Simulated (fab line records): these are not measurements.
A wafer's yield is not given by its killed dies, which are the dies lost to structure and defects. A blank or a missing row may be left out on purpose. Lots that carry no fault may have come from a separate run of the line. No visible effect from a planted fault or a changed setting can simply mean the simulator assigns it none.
Comparing a struck lot with a sound one / flow sfq_line / 42 out of 325 route steps
Sound: wafers L434.1, L434.5, L434.6. Struck: wafer L442.1 (left out: L442.2, L442.6 of the same lot, which were not struck); the cause appears at the end.
Each step with rows lists, per side, the tool, then ch with its chambers, then its first start. Under that, the readings that differ: sound wafers / struck wafers / difference of the means / sigmas: that difference in standard deviations of wafers without a fault.
alike: words and numbers the same on both sides, and readings whose means are apart by under 2 such deviations; not compared: readings that were withheld, readings missing a value for some wafer, numbers with overlapping values and no deviation given by the record, and bounds like >300 which may hide the same value.
Wherever a step has rows on one side only, a row that says differs or no value, or a row with sigmas, the two part there. Non-overlapping numbers with no deviation appear without sigmas and do not part them. A reading that every wafer of one side lacks parts them only if that side has two wafers or more.

first, 6 steps without rows for these wafers: SFQ_TRILAYER_M4_LITHO_COAT_098 (resist thk 62 nm); SFQ_TRILAYER_M4_LITHO_COAT_093 (resist thk 600 nm); SFQ_TRILAYER_M4_LITHO_SOFTBAKE_097; SFQ_TRILAYER_M4_LITHO_EXPOSE_094 (exposes mask M4, target cd 500 nm); SFQ_TRILAYER_M4_LITHO_PEB_096 (peb time 60 s); SFQ_TRILAYER_M4_LITHO_DEVELOP_095 (time 60 s).
SFQ_M4_OVL_MEAS_926:
  sound: overlay-01 at day 50 00:16; struck: overlay-02 at day 61 20:33
  alike: M4_OVL
then, 1 step without rows for these wafers: SFQ_TRILAYER_M4_BARC_OPEN_METAL_ETCH_123 (etches BARC in O2, target depth 125 nm, time 41.7 s).
SFQ_TRILAYER_M4_ETCH_METAL_ETCH_096: etches Nb in Cl2/Ar, stops on SiO2, target depth 240 nm, time 120 s.
  sound on rie_metal-01 ch 0,1, day 50 00:22; struck on rie_metal-02 ch 1, day 61 20:39
  alike: drypump_motor_current_A, oes_product_au
  not compared: rf_hours_counter_h
then, 3 steps without rows for these wafers: SFQ_TRILAYER_M4_STRIP_STRIP_097 (strips in O2); SFQ_TRILAYER_M4_STRIP_SOLV_CLEAN_098 (cleans in NMP, time 600 s); SFQ_TRILAYER_I4_DEP_PECVD_099 (deposits SiO2 from SiH4/N2O, time 111.11 s, target thk 500 nm).
SFQ_TRILAYER_I4_CMP_CMP_100: polishes SiO2.
  sound on cmp-01 ch 0,2,3, day 50 13:18; struck on cmp-02 ch 2, day 61 22:07
reading=time_to_endpoint_s (s); sound=211 213 207; struck=249; difference=+39; sigmas=+5
reading=model.SiO2_of_TRILAYER_I4_DEP_PECVD_099.thk_nm (nm); sound=201.2 198.5 200.1; struck=150.4; difference=-49.5; sigmas=
  alike: edge_zone_pressure_frac, head_pressure_psi, motor_current_A
SFQ_I4_BOW_MEAS_927:
  sound: film_metro-02 at day 50 14:48; struck: film_metro-02 at day 62 01:56
  not compared: I4_BOW
SFQ_TRILAYER_I4_METRO_MEASURE_101:
  sound: film_metro-02 at day 50 14:55; struck: film_metro-02 at day 62 05:24
reading=thk_nm (nm); sound=201.3 198.4 200.1; struck=150.5; difference=-49.4; sigmas=-45
then, 6 steps without rows for these wafers: SFQ_TRILAYER_I4_VIA_LITHO_COAT_108 (resist thk 62 nm); SFQ_TRILAYER_I4_VIA_LITHO_COAT_103 (resist thk 650 nm); SFQ_TRILAYER_I4_VIA_LITHO_SOFTBAKE_107; SFQ_TRILAYER_I4_VIA_LITHO_EXPOSE_104 (exposes mask I4, target cd 700 nm); SFQ_TRILAYER_I4_VIA_LITHO_PEB_106 (peb time 60 s); SFQ_TRILAYER_I4_VIA_LITHO_DEVELOP_105 (time 60 s).
SFQ_I4_OVL_MEAS_928:
  sound: overlay-02 at day 50 19:35; struck: overlay-02 at day 62 15:53
reading=I4_OVL (nm); sound=8 9 6; struck=-8; difference=-16; sigmas=-3
then, 1 step without rows for these wafers: SFQ_TRILAYER_I4_VIA_BARC_OPEN_VIA_ETCH_146 (etches BARC in O2, target depth 125 nm, time 41.7 s).
SFQ_TRILAYER_I4_VIA_ETCH_VIA_ETCH_106: etches SiO2 in CHF3, stops on Nb, target depth 260 nm.
  sound on rie_diel-02 ch 0,2,3, day 50 19:40; struck on rie_diel-04 ch 0, day 62 15:58
reading=oes_product_au (a.u.); sound=0.858 0.845 0.852; struck=0.742; difference=-0.110; sigmas=-20
reading=model.etch.depth_nm (nm); sound=201.2 198.5 200.1; struck=150.4; difference=-49.5; sigmas=
reading=model.I4.feature_depth_nm (nm); sound=201.2 198.5 200.1; struck=150.4; difference=-49.5; sigmas=
  alike: drypump_motor_current_A
then, 3 steps without rows for these wafers: SFQ_TRILAYER_I4_VIA_STRIP_STRIP_107 (strips in O2); SFQ_TRILAYER_I4_VIA_STRIP_SOLV_CLEAN_108 (cleans in NMP, time 600 s); SFQ_TRILAYER_JJ_TRILAYER_DEP_PRE_CLEAN_113 (time 22.5 s).
SFQ_TRILAYER_JJ_TRILAYER_DEP_SPUTTER_109: material Nb, target thk 150 nm, time 100 s.
  sound: pvd_sputter-05 at day 50 20:35; struck: pvd_sputter-05 at day 62 16:58
  alike: throttle_valve_pct
SFQ_TRILAYER_JJ_TRILAYER_DEP_SPUTTER_110: material Al, target thk 8 nm, time 10 s.
  sound: pvd_sputter-05 at day 50 20:40; struck: pvd_sputter-05 at day 62 17:02
  alike: throttle_valve_pct
then, 2 steps without rows for these wafers: SFQ_TRILAYER_JJ_TRILAYER_DEP_AL_OXIDATION_111 (oxidation time 600 s); SFQ_TRILAYER_JJ_TRILAYER_DEP_SPUTTER_112 (material Nb, target thk 170 nm, time 113.3 s).
SFQ_JJ_RS_MEAS_929: uses a four-point probe to measure.
  sound: film_metro-03 at day 50 21:46; struck: film_metro-03 at day 62 18:22
  alike: JJ_NB_RS
then, 6 steps without rows for these wafers: SFQ_TRILAYER_JJ_CE_LITHO_COAT_119 (resist thk 62 nm); SFQ_TRILAYER_JJ_CE_LITHO_COAT_114 (resist thk 600 nm); SFQ_TRILAYER_JJ_CE_LITHO_SOFTBAKE_118; SFQ_TRILAYER_JJ_CE_LITHO_EXPOSE_115 (exposes mask J5, target cd 700 nm); SFQ_TRILAYER_JJ_CE_LITHO_PEB_117 (peb time 60 s); SFQ_TRILAYER_JJ_CE_LITHO_DEVELOP_116 (time 60 s).
SFQ_JJ_OVL_MEAS_931:
  sound: overlay-02 at day 51 00:11; struck: overlay-02 at day 62 21:31
  alike: J5_OVL
SFQ_TRILAYER_JJ_CE_METRO_MEASURE_117:
  sound: cd_sem-02 at day 51 00:14; struck: cd_sem-02 at day 62 21:33
  alike: cd_nm
SFQ_TRILAYER_JJ_CE_BARC_OPEN_RIE_150: chemistry O2, target BARC, target depth 240 nm, time 80 s.
  sound on rie_metal-02 ch 0,1, day 51 01:26; struck on rie_metal-04 ch 0, day 62 23:05
  alike: drypump_motor_current_A, oes_product_au
  not compared: rf_hours_counter_h
-- the record jumps here: 4 days lie between the struck wafers' starts before and after --
SFQ_TRILAYER_M5_ETCH_METAL_ETCH_126: etches Nb in Cl2/BCl3, stops on SiO2, time 203.2 s, target depth 265 nm.
  sound on rie_metal-03 ch 0,1, day 51 08:49; struck on rie_metal-04 ch 0, day 67 07:05
reading=oes_product_au (a.u.); sound=0.726 0.718 0.728; struck=0.739; difference=+0.015; sigmas=+3
reading=model.SiO2_of_TRILAYER_I4_DEP_PECVD_099.thk_nm (nm); sound=181.5 178.6 180.5; struck=130.6; difference=-49.6; sigmas=
  alike: drypump_motor_current_A
  not compared: rf_hours_counter_h

WHERE THEY PART
Last at SFQ_TRILAYER_M5_ETCH_METAL_ETCH_126 as far as this record goes, first at SFQ_TRILAYER_I4_CMP_CMP_100.

WHY: whatever the simulator had introduced
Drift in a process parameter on cmp-02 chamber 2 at SFQ_TRILAYER_I4_CMP_CMP_100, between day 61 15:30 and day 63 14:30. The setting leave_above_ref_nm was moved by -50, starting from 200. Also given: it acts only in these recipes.
